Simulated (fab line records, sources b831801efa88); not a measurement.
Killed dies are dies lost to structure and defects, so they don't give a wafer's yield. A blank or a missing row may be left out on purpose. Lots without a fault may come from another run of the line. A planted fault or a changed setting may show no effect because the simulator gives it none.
fab line records | flow gf180mcu
record lots=12 wafers=36 last_day=34
route steps=602 shown STI@5 LVPWELL@62 MVPSD@139
lots that met no fault: from a run of the same line without faults
start_h: hours from the record's first day to the start of the lot's first wafer shown | wait_h: hours since the lot's step before | " the same as in the row above | L1.1+2: a row that stands for several wafers | - no value, or no start given | * or withheld: withheld | < > ~ a bound
route shown NAME@n: a module of which the file shows steps, and the number in the route of the first | usual: mean/standard deviation of fault-free wafers | same: alike in all rows | chamber/n: place in a boat | sites: the reading at each site | _std_site: their standard deviation | _edge_site: outer sites' mean less inner sites' | radius_mm: how far each site lies from the wafer's centre | mask NAME#n: copy n | behind: the tool/chamber that last shaped the wafer | hold: why the lot was held/for how many hours/how that ended | device: the transistor (n, p or np) that didn't switch | end of line: the same wafers' tests at the end of the route | a step without rows: its recipe alone | killed: dies lost to structure and defects at the first sort, not the wafer's yield | map: a wafer's dies, x killed, . not, _ none there
set.NAME: the setting as run; set.NAME@STEP: as run at that earlier step | model.NAME: the simulator's own value behind a step, which no gauge read
steps of the route over a sample of lots; a table a step, a row a wafer
services: from which hour (start_h, from the record's first day; less than 0 if before it) a tool's chamber was out of use, for how many hours, and why
## steps
# step GF_STI_THK_MEAS_04
# recipe reads=Si3N4_of_STI_CVD_03
# usual STI_CVD_03_THK=207.0/2.1
# columns lot.wafer tool chamber start_h wait_h STI_CVD_03_THK[nm]
L615.3 film_metro-04 - 19.50 0.0 207.9
L615.4 " - " " 207.4
L615.5 " - " " 207.6
L616.1 film_metro-03 - 27.25 0.0 208.6
L616.5 " - " " 207.0
L616.6 " - " " 209.7
L618.1 film_metro-03 - 33.56 0.0 209.5
L618.3 " - " " 209.1
L618.4 " - " " 210.4
L619.1 film_metro-03 - 38.56 0.0 205.0
L619.4 " - " " 204.6
L619.5 " - " " 205.6
L622.4 film_metro-04 - 53.59 0.0 207.2
L622.5 " - " " 207.4
L622.6 " - " " 207.5
L625.1 film_metro-04 - 68.56 0.0 206.1
L625.4 " - " " 208.1
L625.6 " - " " 208.3
L626.3 film_metro-03 - 74.77 0.0 202.8
L626.5 " - " " 202.2
L626.6 " - " " 203.0
L629.1 film_metro-01 - 89.70 0.0 205.3
L629.2 " - " " 208.4
L629.5 " - " " 206.6
L630.2 film_metro-03 - 94.78 0.0 208.1
L630.3 " - " " 209.1
L630.5 " - " " 210.6
L633.3 film_metro-01 - 109.81 0.0 204.4
L633.4 " - " " 204.1
L633.6 " - " " 203.8
L635.3 film_metro-04 - 118.58 0.0 205.1
L635.4 " - " " 206.5
L635.5 " - " " 208.7
L636.2 film_metro-03 - 124.97 0.0 210.3
L636.3 " - " " 207.5
L636.6 " - " " 209.1
# step GF_STI_ETCH_13
# recipe chemistry=CHF3/O2 stop_on=Si over_etch_frac=0.3 target_depth_a=2823.1 source_w=600 bias_w=200 pressure_mtorr=40 chf3_flow_sccm=50 O2_flow_sccm=5 time_s=112.9
# usual drypump_motor_current_A=5.6/0.49 oes_product_au=0.832/0.0067 throttle_valve_pct=8.810/0.0098
# columns lot.wafer tool chamber start_h wait_h drypump_motor_current_A oes_product_au rf_hours_counter_h throttle_valve_pct
L615.3 rie_diel-04 1 30.97 0.1 6.3 0.831 107 8.804
L615.4 " 0 " " 5.1 0.828 6 8.818
L615.5 " 3 " " 5.1 0.840 - 8.796
L616.1 rie_diel-01 2 39.52 0.1 5.9 0.842 130 8.814
L616.5 " 1 " " 5.3 0.831 - 8.802
L616.6 " 2 " " 5.9 0.842 - 8.806
L618.1 rie_diel-01 3 46.12 0.1 6.7 0.840 3 8.814
L618.3 " 2 " " 5.9 0.836 130 8.813
L618.4 " 1 " " 5.3 0.845 17 8.802
L619.1 rie_diel-04 0 50.77 0.1 5.1 0.829 7 8.812
L619.4 " 3 " " 5.1 0.825 32 8.823
L619.5 " 1 " " 6.3 0.827 - 8.812
L622.4 rie_diel-04 2 66.87 0.0 5.2 0.834 120 8.799
L622.5 " 1 " " 6.3 0.842 - 8.831
L622.6 " 2 " " 5.2 0.836 - 8.804
L625.1 rie_diel-04 0 82.07 0.1 5.1 0.829 7 8.792
L625.4 " 1 " " 6.3 0.839 109 8.830
L625.6 " 2 " " 5.2 0.835 - 8.807
L626.3 rie_diel-04 3 88.47 0.1 5.2 0.824 32 8.813
L626.5 " 3 " " 5.1 0.817 - 8.812
L626.6 " 2 " " 5.2 0.827 - 8.799
L629.1 rie_diel-02 3 104.22 0.1 6.1 0.823 23 8.815
L629.2 " 2 " " 6.0 0.838 79 8.796
L629.5 " 0 " " 5.3 0.829 - 8.805
L630.2 rie_diel-02 1 108.82 0.1 5.9 0.837 7 8.810
L630.3 " 3 " " 6.1 0.834 23 8.823
L630.5 " 0 " " 5.3 0.839 - 8.807
L633.3 rie_diel-01 1 124.37 0.1 5.2 0.828 19 8.809
L633.4 " 0 " " 5.6 0.825 - 8.793
L633.6 " 3 " " 6.7 0.822 - 8.810
L635.3 rie_diel-02 0 134.27 0.1 5.3 0.829 17 8.802
L635.4 " 2 " " 6.0 0.832 80 8.805
L635.5 " 3 " " 6.1 0.839 - 8.813
L636.2 rie_diel-02 1 139.77 0.1 5.9 0.840 8 8.813
L636.3 " 3 " " 6.1 0.835 24 8.797
L636.6 " 0 " " 5.3 0.836 - 8.798
# step GF_STI_ETCH_14
# recipe target=Si chemistry=HBr/Cl2/O2 target_depth_nm=360 icp_w=600 bias_w=150 pressure_mtorr=15 HBr_flow_sccm=150 Cl2_flow_sccm=40 O2_flow_sccm=6 time_s=102.9
# usual drypump_motor_current_A=5.83/0.22 oes_product_au=1.003/0.0097 throttle_valve_pct=25.655/0.0098
# columns lot.wafer tool chamber start_h wait_h drypump_motor_current_A oes_product_au rf_hours_counter_h throttle_valve_pct
L615.3 rie_si-02 3 31.05 0.0 5.65 1.012 119 25.645
L615.4 " 0 " " 5.82 0.980 67 25.668
L615.5 " 1 " " 5.32 1.010 - 25.654
L616.1 rie_si-02 0 39.60 0.0 5.84 0.987 67 25.654
L616.5 " 2 " " 6.02 0.998 - 25.643
L616.6 " 3 " " 5.70 1.008 - 25.648
L618.1 rie_si-01 0 46.20 0.0 5.88 1.011 42 25.665
L618.3 " 3 " " 5.95 0.996 4 25.648
L618.4 " 1 " " 5.77 1.005 92 25.653
L619.1 rie_si-01 2 50.85 0.0 6.15 1.012 3 25.661
L619.4 " 1 " " 5.73 0.997 92 25.649
L619.5 " 2 " " 6.13 1.014 - 25.652
L622.4 rie_si-02 1 66.95 0.0 5.31 1.013 82 25.643
L622.5 " 3 " " 5.67 1.000 - 25.665
L622.6 " 2 " " 5.99 1.011 - 25.647
L625.1 rie_si-01 3 82.15 0.0 5.97 0.988 4 25.659
L625.4 " 1 " " 5.75 1.002 92 25.655
L625.6 " 2 " " 6.08 1.008 - 25.656
L626.3 rie_si-02 3 88.55 0.0 5.67 1.014 119 25.650
L626.5 " 3 " " 5.67 1.015 - 25.644
L626.6 " 2 " " 6.04 1.012 - 25.662
L629.1 rie_si-01 1 104.30 0.0 5.76 0.996 92 25.659
L629.2 " 0 " " 5.84 1.007 43 25.663
L629.5 " 2 " " 6.09 1.010 - 25.647
L630.2 rie_si-01 2 108.90 0.0 6.10 1.007 3 25.646
L630.3 " 3 " " 5.97 0.998 4 25.657
L630.5 " 2 " " 6.11 1.009 - 25.645
L633.3 rie_si-02 3 124.45 0.0 5.67 1.014 120 25.650
L633.4 " 2 " " 6.03 1.005 109 25.650
L633.6 " 3 " " 5.68 0.996 - 25.655
L635.3 rie_si-01 1 134.35 0.0 5.76 1.012 93 25.656
L635.4 " 0 " " 5.81 1.001 43 25.666
L635.5 " 3 " " 5.92 1.007 - 25.642
L636.2 rie_si-01 1 139.85 0.0 5.76 1.001 93 25.650
L636.3 " 3 " " 5.98 0.982 4 25.670
L636.6 " 2 " " 6.16 1.009 - 25.657
# step GF_LVPWELL_IMPLANT_08
# recipe species=B energy_kev=170 dose_cm2=1.5e+13 tilt_deg=0
# usual beam_energy_keV=170.00/0.053
# columns lot.wafer tool chamber start_h wait_h beam_energy_keV
L615.3 implanter-02 0 74.03 0.1 169.93
L615.4 " 0 " " 169.98
L615.5 " 0 " " 170.09
L616.1 implanter-01 0 85.03 0.0 169.97
L616.5 " 0 " " 170.07
L616.6 " 0 " " 170.04
L618.1 implanter-02 0 91.23 0.0 169.97
L618.3 " 0 " " 170.03
L618.4 " 0 " " 169.97
L619.1 implanter-03 0 96.63 0.0 169.92
L619.4 " 0 " " 170.03
L619.5 " 0 " " 169.96
L622.4 implanter-01 0 115.41 0.1 170.04
L622.5 " 0 " " 170.01
L622.6 " 0 " " 170.00
L625.1 implanter-03 0 131.28 0.0 170.07
L625.4 " 0 " " 170.05
L625.6 " 0 " " 169.98
L626.3 implanter-01 0 137.48 0.1 170.03
L626.5 " 0 " " 169.99
L626.6 " 0 " " 170.05
L629.1 implanter-02 0 153.23 0.0 140.05
L629.2 " 0 " " 140.07
L629.5 " 0 " " 140.11
L630.2 implanter-02 0 159.31 0.0 140.16
L630.3 " 0 " " 140.05
L630.5 " 0 " " 140.07
L633.3 implanter-01 0 175.93 0.1 170.15
L633.4 " 0 " " 170.02
L633.6 " 0 " " 170.09
L635.3 implanter-03 0 188.43 0.1 170.07
L635.4 " 0 " " 170.06
L635.5 " 0 " " 170.06
L636.2 implanter-01 0 192.41 0.0 169.99
L636.3 " 0 " " 170.04
L636.6 " 0 " " 169.94
# step GF_VT_IMPLANT_RS_MEAS_48
# recipe thk_meas_gauge=four-point-probe
# usual LVPWELL_RS=1197/3.1
# columns lot.wafer tool chamber start_h wait_h hold LVPWELL_RS[ohm/sq]
L615.3 film_metro-04 - 164.93 0.1 - 1198
L615.4 " - " " - 1196
L615.5 " - " " - 1198
L616.1 film_metro-01 - 176.25 0.1 - 1193
L616.5 " - " " - 1194
L616.6 " - " " - 1194
L618.1 film_metro-04 - 183.64 0.1 - 1194
L618.3 " - " " - 1192
L618.4 " - " " - 1196
L619.1 film_metro-01 - 191.17 0.1 - 1201
L619.4 " - " " - 1200
L619.5 " - " " - 1200
L622.4 film_metro-01 - 213.73 0.1 - 1191
L622.5 " - " " - 1194
L622.6 " - " " - 1192
L625.1 film_metro-02 - 232.49 0.1 - 1201
L625.4 " - " " - 1201
L625.6 " - " " - 1201
L626.3 film_metro-02 - 240.82 0.1 - 1195
L626.5 " - " " - 1193
L626.6 " - " " - 1193
L629.1 film_metro-04 - 258.94 0.1 await_dispo/0.2h/release 1245
L629.2 " - " " await_dispo/0.2h/release 1243
L629.5 " - " " await_dispo/0.2h/release 1242
L629.1 film_metro-04 - 259.23 0.3 - 1245
L629.2 " - " " - 1243
L629.5 " - " " - 1240
L630.2 film_metro-01 - 265.56 0.1 await_dispo/0.2h/release 1245
L630.3 " - " " await_dispo/0.2h/release 1245
L630.5 " - " " await_dispo/0.2h/release 1250
L630.2 film_metro-01 - 266.02 0.4 - 1247
L630.3 " - " " - 1246
L630.5 " - " " - 1247
L633.3 film_metro-04 - 286.27 0.1 - 1195
L633.4 " - " " - 1199
L633.6 " - " " - 1197
L635.3 film_metro-02 - 301.08 0.1 - 1200
L635.4 " - " " - 1195
L635.5 " - " " - 1197
L636.2 film_metro-02 - 305.25 0.1 - 1200
L636.3 " - " " - 1197
L636.6 " - " " - 1200
# step GF_VT_IMPLANT_RS_MEAS_49
# recipe thk_meas_gauge=four-point-probe
# usual MVPSD_RS=1178/3.1
# columns lot.wafer tool chamber start_h wait_h hold MVPSD_RS[ohm/sq]
L615.3 film_metro-04 - 165.05 0.1 - 1178
L615.4 " - " " - 1182
L615.5 " - " " - 1181
L616.1 film_metro-01 - 176.37 0.1 - 1187
L616.5 " - " " - 1182
L616.6 " - " " - 1185
L618.1 film_metro-04 - 183.76 0.1 - 1177
L618.3 " - " " - 1178
L618.4 " - " " - 1176
L619.1 film_metro-01 - 191.29 0.1 - 1176
L619.4 " - " " - 1179
L619.5 " - " " - 1181
L622.4 film_metro-01 - 213.85 0.1 - 1177
L622.5 " - " " - 1177
L622.6 " - " " - 1175
L625.1 film_metro-02 - 232.61 0.1 - 1180
L625.4 " - " " - 1182
L625.6 " - " " - 1180
L626.3 film_metro-02 - 240.94 0.1 - 1179
L626.5 " - " " - 1179
L626.6 " - " " - 1179
L629.1 film_metro-04 - 260.95 1.7 await_dispo/1.6h/release 1174
L629.2 " - " " await_dispo/1.6h/release 1176
L629.5 " - " " await_dispo/1.6h/release 1174
L630.2 film_metro-01 - 266.88 0.8 await_dispo/0.7h/release 1179
L630.3 " - " " await_dispo/0.7h/release 1177
L630.5 " - " " await_dispo/0.7h/release 1176
L633.3 film_metro-04 - 286.39 0.1 - 1173
L633.4 " - " " - 1175
L633.6 " - " " - 1178
L635.3 film_metro-02 - 301.20 0.1 - 1179
L635.4 " - " " - 1177
L635.5 " - " " - 1176
L636.2 film_metro-02 - 305.37 0.1 - 1181
L636.3 " - " " - 1181
L636.6 " - " " - 1180
## services
# columns tool chamber start_h hours kind
rie_si-01 3 34.95 2.3 repair
rie_diel-02 2 39.08 5.9 repair
rie_si-02 - 43.46 0.2 repair
rie_si-01 3 59.31 4.5 repair
rie_diel-01 3 71.36 14.4 repair
rie_si-01 3 72.84 1.6 repair
rie_si-02 - 73.94 0.5 repair
implanter-02 - 87.04 2.4 repair
rie_si-02 - 91.17 2.8 pm
implanter-01 - 96.94 6.8 pm
rie_si-02 0 103.18 0.9 repair
rie_diel-01 - 103.33 14.6 pm
implanter-03 - 109.45 3.8 repair
implanter-03 - 110.64 6.1 repair
rie_si-01 - 112.57 0.7 repair
rie_si-01 3 117.12 2.1 repair
rie_diel-01 2 119.35 8.7 repair
rie_diel-04 - 126.78 0.4 repair
rie_diel-01 - 133.04 2.8 pm
rie_diel-04 - 134.01 15.6 pm
rie_si-01 2 170.74 7.9 repair
rie_diel-02 2 172.69 4.5 repair
implanter-02 - 174.96 2.4 repair
rie_diel-01 - 189.76 0.4 repair
## key
first_sign step=GF_LVPWELL_IMPLANT_08 reading=beam_energy_keV direction=down sigmas=99+ usual=170.00 struck=140.09
effect step=GF_VT_IMPLANT_RS_MEAS_48 reading=LVPWELL_RS direction=up sigmas=15 usual=1197 struck=1245
met_at GF_LVPWELL_IMPLANT_08
struck_lots L629,L630
tester_left_out L629,L630
not_acting_at GF_STI_THK_MEAS_04,GF_STI_ETCH_13,GF_STI_ETCH_14
onset_between 91.23 153.23
fault kind=process_parameter_drift tool=implanter-02 chamber=- onset_h=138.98 steps=GF_LVPWELL_IMPLANT_08 channel=energy_kev offset=-29.931 shape=step end_h=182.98 acts_in=these_recipes_only stated=170
# tester_left_out: of these lots the tester's yield and bins aren't shown, on N5 and GAA mostly nor the transistor test; their killed dies are dies lost to structure and defects alone, not to doping, threshold or leakage, so they don't give the yield
